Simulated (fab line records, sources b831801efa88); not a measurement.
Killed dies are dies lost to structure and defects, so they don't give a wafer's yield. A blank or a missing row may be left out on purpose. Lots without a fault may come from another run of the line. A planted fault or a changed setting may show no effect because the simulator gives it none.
Tool commonality check | flow gf180mcu | 13 lots, 39 wafers sampled

WHY IT WAS OPENED
At GF_VT_IMPLANT_RS_MEAS_49 the reading MVPSD_RS is flagged on 3 of 13 lots. Wafers without a fault read 1168 ohm/sq, standard deviation 3.3.
Rule: a lot is flagged when every wafer of it that has a number lies more than 4 standard deviations from that mean, or none has a number. The other lots count as sound.

lot  | measured     | on            | MVPSD_RS (ohm/sq), wafer by wafer | flag
L815 | day 7 10:41  | film_metro-04 | 1167 1165 1168                    |
L816 | day 7 17:26  | film_metro-01 | 1170 1170 1171                    |
L817 | day 8 02:58  | film_metro-01 | 1168 1167 1167                    |
L820 | day 8 22:50  | film_metro-01 | 1164 1164 1166                    |
L821 | day 9 07:02  | film_metro-01 | 1172 1169 1169                    |
L822 | day 9 14:11  | film_metro-04 | 1163 1165 1160                    |
L824 | day 10 02:23 | film_metro-04 | 1162 1164 1163                    |
L827 | day 10 23:13 | film_metro-04 | 1168 1167 1165                    |
L828 | day 11 05:46 | film_metro-01 | 1165 1165 1165                    |
L829 | day 11 10:10 | film_metro-01 | 1169 1164 1168                    |
L830 | day 11 17:04 | film_metro-04 | 1194 1195 1192                    | FLAGGED
L833 | day 12 18:43 | film_metro-03 | 1189 1189 1189                    | FLAGGED
L834 | day 12 21:20 | film_metro-04 | 1188 1189 1191                    | FLAGGED
The numbers of the flagged lots are 1191 ohm/sq on average: +23 ohm/sq against the usual, or +7 standard deviations.

WHICH TOOL RAN EACH LOT
The record holds 2 process steps before the reading, out of a route of 602 steps. In each cell: the tool, then ch and the chambers that the sampled wafers went through, then the start.
lot  | flag    | GF_LVPWELL_STRIP_10                 | GF_MVPSD_IMPLANT_09
L815 |         | plasma_asher-02 ch 0,1, day 3 19:27 | implanter-03 ch 0, day 4 21:39
L816 |         | plasma_asher-04 ch 0,1, day 4 01:19 | implanter-03 ch 0, day 5 05:14
L817 |         | plasma_asher-02 ch 0,1, day 4 08:37 | implanter-03 ch 0, day 5 12:18
L820 |         | plasma_asher-04 ch 0,1, day 5 01:31 | implanter-01 ch 0, day 6 04:58
L821 |         | plasma_asher-04 ch 0,1, day 5 06:57 | implanter-04 ch 0, day 6 12:06
L822 |         | plasma_asher-02 ch 0,1, day 5 13:48 | implanter-01 ch 0, day 6 19:37
L824 |         | plasma_asher-04 ch 0,1, day 6 00:25 | implanter-04 ch 0, day 7 06:48
L827 |         | plasma_asher-04 ch 0,1, day 6 17:40 | implanter-04 ch 0, day 8 01:21
L828 |         | plasma_asher-02 ch 0,1, day 6 21:27 | implanter-03 ch 0, day 8 06:18
L829 |         | plasma_asher-04 ch 0, day 7 02:51   | implanter-03 ch 0, day 8 10:48
L830 | FLAGGED | plasma_asher-04 ch 0,1, day 7 08:15 | implanter-04 ch 0, day 8 16:18
L833 | FLAGGED | plasma_asher-03 ch 0,1, day 8 03:53 | implanter-04 ch 0, day 9 14:33
L834 | FLAGGED | plasma_asher-04 ch 0,1, day 8 06:18 | implanter-04 ch 0, day 9 17:25
What these steps do:
- GF_LVPWELL_STRIP_10: strips in O2/N2.
- GF_MVPSD_IMPLANT_09
- GF_VT_IMPLANT_RS_MEAS_49: measures by four-point-probe.

FLAGGED OVER TOTAL, TOOL BY TOOL (the gauges that took the reading come last)
step                     | tool            | lots run | flagged | share of the flagged lots | sound lots run after its first flagged lot
GF_LVPWELL_STRIP_10      | plasma_asher-02 | 4        | 0       | none                      | -
GF_LVPWELL_STRIP_10      | plasma_asher-03 | 1        | 1       | some                      | 0
GF_LVPWELL_STRIP_10      | plasma_asher-04 | 8        | 2       | some                      | 0
GF_MVPSD_IMPLANT_09      | implanter-01    | 2        | 0       | none                      | -
GF_MVPSD_IMPLANT_09      | implanter-03    | 5        | 0       | none                      | -
GF_MVPSD_IMPLANT_09      | implanter-04    | 6        | 3       | all                       | 0
GF_VT_IMPLANT_RS_MEAS_49 | film_metro-01   | 6        | 0       | none                      | -
GF_VT_IMPLANT_RS_MEAS_49 | film_metro-03   | 1        | 1       | some                      | 0
GF_VT_IMPLANT_RS_MEAS_49 | film_metro-04   | 6        | 2       | some                      | 0

WHAT THE TABLE ALLOWS
1 row of the table ran every flagged lot: implanter-04 at GF_MVPSD_IMPLANT_09.
- implanter-04 at GF_MVPSD_IMPLANT_09: 3 of its 6 lots flagged. Its last sound lot is L827 (day 8 01:21), its first flagged lot L830 (day 8 16:18): a fault that began between those two fits. Its own readings lie more than 4 standard deviations out on every wafer of the flagged lots: dose_ions_cm2.
One tool is left: implanter-04 at GF_MVPSD_IMPLANT_09.

WHAT THE SIMULATOR HAD PUT IN
Process parameter drift: implanter-04, from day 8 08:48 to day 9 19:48, at GF_MVPSD_IMPLANT_09. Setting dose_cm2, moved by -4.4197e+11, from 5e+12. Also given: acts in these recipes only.
Lots struck among those shown: L830, L833, L834. The rule above found the same.
